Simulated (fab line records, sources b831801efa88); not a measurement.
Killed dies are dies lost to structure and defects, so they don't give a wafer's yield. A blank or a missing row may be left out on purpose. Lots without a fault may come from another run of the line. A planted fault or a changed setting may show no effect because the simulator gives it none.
Which tool did it? | flow gf180mcu | 12 lots, 34 wafers sampled, at 6 steps of a route of 602

WHAT THE GAUGES READ, wafer by wafer
GF_HV_LDD_TW_MEAS_11.
lot  | measured     | on            | HV_LDD_TW
L853 | day 9 23:51  | film_metro-03 | 2425 2436 2442
L858 | day 11 15:37 | film_metro-04 | 2432 2434 2436
L859 | day 11 20:05 | film_metro-03 | 2447 2439 2445
L860 | day 12 05:32 | film_metro-01 | 2392 2405 2404
L861 | day 12 14:02 | film_metro-04 | 2419 2409 2410
L863 | day 13 05:11 | film_metro-03 | 2448 2460
L864 | day 13 09:41 | film_metro-01 | 2404 2408 2415
L865 | day 13 19:50 | film_metro-04 | 2455 2423
L871 | day 15 22:50 | film_metro-03 | 2453 2448 2446
L872 | day 16 07:30 | film_metro-04 | 2414 2423 2432
L873 | day 16 07:48 | film_metro-01 | 2424 2409 2400
L875 | day 16 23:17 | film_metro-03 | 2445 2438 2438

GF_PSD_RS_MEAS_14: measures by four-point-probe.
lot  | measured     | on            | NSD_RS (ohm/sq)
L853 | day 14 05:09 | film_metro-02 | 46.28 46.10 46.21
L858 | day 16 04:59 | film_metro-04 | 46.14 46.10 46.21
L859 | day 16 12:22 | film_metro-04 | 46.19 46.20 46.16
L860 | day 16 19:53 | film_metro-04 | 45.92 46.06 46.18
L861 | day 17 05:46 | film_metro-01 | 46.22 45.98 46.03
L863 | day 18 00:20 | film_metro-02 | 46.11 43.41
L864 | day 18 05:13 | film_metro-02 | 46.09 46.07 43.46
L865 | day 18 16:43 | film_metro-04 | 46.19 43.50
L871 | day 21 03:15 | film_metro-04 | 46.11 46.10 46.22
L872 | day 21 12:10 | film_metro-01 | 46.20 46.23 46.14
L873 | day 21 12:56 | film_metro-01 | 46.03 45.98 46.06
L875 | day 22 03:53 | film_metro-02 | 46.33 46.14 46.22

GF_PSD_RS_MEAS_15: measures by four-point-probe.
lot  | measured     | on            | PSD_RS (ohm/sq)
L853 | day 14 05:16 | film_metro-02 | 108.90 108.68 108.73
L858 | day 16 05:07 | film_metro-04 | 108.28 108.50 108.42
L859 | day 16 12:29 | film_metro-04 | 109.33 108.81 108.56
L860 | day 16 20:00 | film_metro-04 | 108.11 108.55 108.28
L861 | day 17 05:53 | film_metro-01 | 108.84 108.52 108.79
L863 | day 18 00:28 | film_metro-02 | 108.51 103.44
L864 | day 18 05:20 | film_metro-02 | 108.61 108.66 103.69
L865 | day 18 16:50 | film_metro-04 | 108.51 103.40
L871 | day 21 03:22 | film_metro-04 | 108.57 108.73 109.12
L872 | day 21 12:17 | film_metro-01 | 108.41 108.77 108.62
L873 | day 21 13:03 | film_metro-01 | 108.58 108.34 108.17
L875 | day 22 04:00 | film_metro-02 | 109.19 109.19 108.91

GF_CONTACT_BOW_MEAS_05.
lot  | measured     | on            | CONTACT_BOW (um)
L853 | day 15 03:35 | film_metro-04 | 54 58 59
L858 | day 17 05:47 | film_metro-04 | 64 75 71
L859 | day 17 12:41 | film_metro-04 | 65 66 71
L860 | day 17 20:25 | film_metro-01 | 69 69 62
L861 | day 18 07:19 | film_metro-01 | 79 75 75
L863 | day 19 02:36 | film_metro-04 | 78 70
L864 | day 19 07:06 | film_metro-04 | 56 76 61
L865 | day 19 19:00 | film_metro-04 | 56 73
L871 | day 22 04:33 | film_metro-01 | 66 54 66
L872 | day 22 12:44 | film_metro-03 | 68 74 77
L873 | day 22 13:22 | film_metro-01 | 66 58 66
L875 | day 23 05:10 | film_metro-04 | 60 71 61

WHICH TOOL RAN EACH LOT (tool, then ch and the chambers of the sampled wafers, then the start)
lot  | GF_STI_ETCH_14                  | GF_PSD_RTA_13
L853 | rie_si-02 ch 0,2,3, day 2 01:53 | rtp_anneal-01 ch 0, day 14 04:59
L858 | rie_si-01 ch 1,2, day 3 03:07   | rtp_anneal-01 ch 0, day 16 04:54
L859 | rie_si-01 ch 0,1,2, day 3 08:43 | rtp_anneal-01 ch 0, day 16 12:16
L860 | rie_si-02 ch 2,3, day 3 14:35   | rtp_anneal-01 ch 0, day 16 19:47
L861 | rie_si-02 ch 0,2,3, day 3 19:01 | rtp_anneal-01 ch 0, day 17 05:41
L863 | rie_si-01 ch 0,2, day 4 06:05   | rtp_anneal-01 ch 0, day 18 00:14
L864 | rie_si-01 ch 2,3, day 4 09:52   | rtp_anneal-01 ch 0, day 18 05:07
L865 | rie_si-02 ch 0,1, day 4 15:37   | rtp_anneal-01 ch 0, day 18 16:37
L871 | rie_si-02 ch 0,1,3, day 5 22:43 | rtp_anneal-01 ch 0, day 21 03:10
L872 | rie_si-02 ch 0,1, day 6 03:02   | rtp_anneal-01 ch 0, day 21 12:04
L873 | rie_si-02 ch 0,2, day 6 09:17   | rtp_anneal-02 ch 0, day 21 12:50
L875 | rie_si-01 ch 0,2,3, day 6 21:59 | rtp_anneal-01 ch 0, day 22 03:47
- GF_STI_ETCH_14: etches Si in HBr/Cl2/O2, target depth 360 nm, time 102.9 s.
- GF_PSD_RTA_13: time 20 s.

WHAT THE TOOLS THEMSELVES READ (means of the sampled wafers that have a number; where no wafer has one, the mark that the record gives instead)
GF_STI_ETCH_14.
lot  | tool      | drypump_motor_current_A (A) | oes_product_au (a.u.) | rf_fwd_power_W (W) | throttle_valve_pct (%)
L853 | rie_si-02 | 5.8                         | 0.986                 | 593.7              | 25.668
L858 | rie_si-01 | 4.9                         | 0.994                 | 594.9              | 25.664
L859 | rie_si-01 | 5.0                         | 0.995                 | 595.2              | 25.660
L860 | rie_si-02 | 6.0                         | 1.002                 | 593.0              | 25.664
L861 | rie_si-02 | 5.8                         | 0.993                 | 595.8              | 25.660
L863 | rie_si-01 | 5.0                         | 0.990                 | 598.0              | 25.651
L864 | rie_si-01 | 5.4                         | 0.984                 | 597.2              | 25.663
L865 | rie_si-02 | 5.4                         | 0.993                 | 600.0              | 25.652
L871 | rie_si-02 | 5.6                         | 1.001                 | 596.3              | 25.656
L872 | rie_si-02 | 5.4                         | 0.990                 | 597.6              | 25.659
L873 | rie_si-02 | 5.5                         | 0.994                 | 595.9              | 25.671
L875 | rie_si-01 | 5.3                         | 0.983                 | 598.0              | 25.656

GF_PSD_RTA_13.
lot  | tool          | anneal_temp_c_max | lamp_power_pct (%) | run_length_s (s) | wafer_temp_C_max
L853 | rtp_anneal-01 | 1029.4            | 32.98              | 51.2             | 1030.3
L858 | rtp_anneal-01 | 1029.6            | 33.00              | 48.9             | 1029.9
L859 | rtp_anneal-01 | 1030.2            | 32.98              | 49.0             | 1030.0
L860 | rtp_anneal-01 | 1029.4            | 32.95              | 48.8             | 1029.0
L861 | rtp_anneal-01 | 1029.0            | 32.95              | 48.8             | 1029.1
L863 | rtp_anneal-01 | 1029.8            | 32.95              | 55.2             | 1030.0
L864 | rtp_anneal-01 | 1030.2            | 32.97              | 53.4             | 1030.5
L865 | rtp_anneal-01 | 1029.3            | 32.98              | 55.5             | 1030.4
L871 | rtp_anneal-01 | 1029.5            | 33.01              | 49.0             | 1030.3
L872 | rtp_anneal-01 | 1029.1            | 32.97              | 49.0             | 1030.5
L873 | rtp_anneal-02 | 1029.3            | 33.02              | 48.4             | 1030.1
L875 | rtp_anneal-01 | 1030.1            | 32.98              | 48.9             | 1029.8

THE ANSWER, worked out from the rows above alone
Rule: what is usual is taken from the lots themselves. Put in order of their means at a reading, lots are off if they are a third of the lots or fewer, leave a main group of 4 or more, and stand apart from it by a gap of 3 or more times the standard deviation of the main group's means; of several such gaps the widest counts. A main group whose means are all the same, to the digits that the tables above print for the reading, isn't used. A lot without any number at a reading at which 4 lots or more have one is off too. The other lots that the step has rows for count as sound. The gauges are gone through in route order, then the tools' own readings, and for those a lot's mean is taken as printed above. The first step at which some lot is off is used, and at that step the reading that is off furthest; a lot without a number counts as furthest.
Off: L863, L864, L865, at GF_PSD_RS_MEAS_14 (NSD_RS). The main group: mean 46.14 ohm/sq, standard deviation 0.067.
A tool fits if, at a process step before that reading, it ran every lot that is off, and no sound lot after the first of them. The gauges at GF_PSD_RS_MEAS_14 aren't tried: what is off there is off at GF_PSD_RTA_13 too, on other tools, and a gauge's error can't cause that. None of those tried fits.

WHAT THE SIMULATOR HAD PUT IN
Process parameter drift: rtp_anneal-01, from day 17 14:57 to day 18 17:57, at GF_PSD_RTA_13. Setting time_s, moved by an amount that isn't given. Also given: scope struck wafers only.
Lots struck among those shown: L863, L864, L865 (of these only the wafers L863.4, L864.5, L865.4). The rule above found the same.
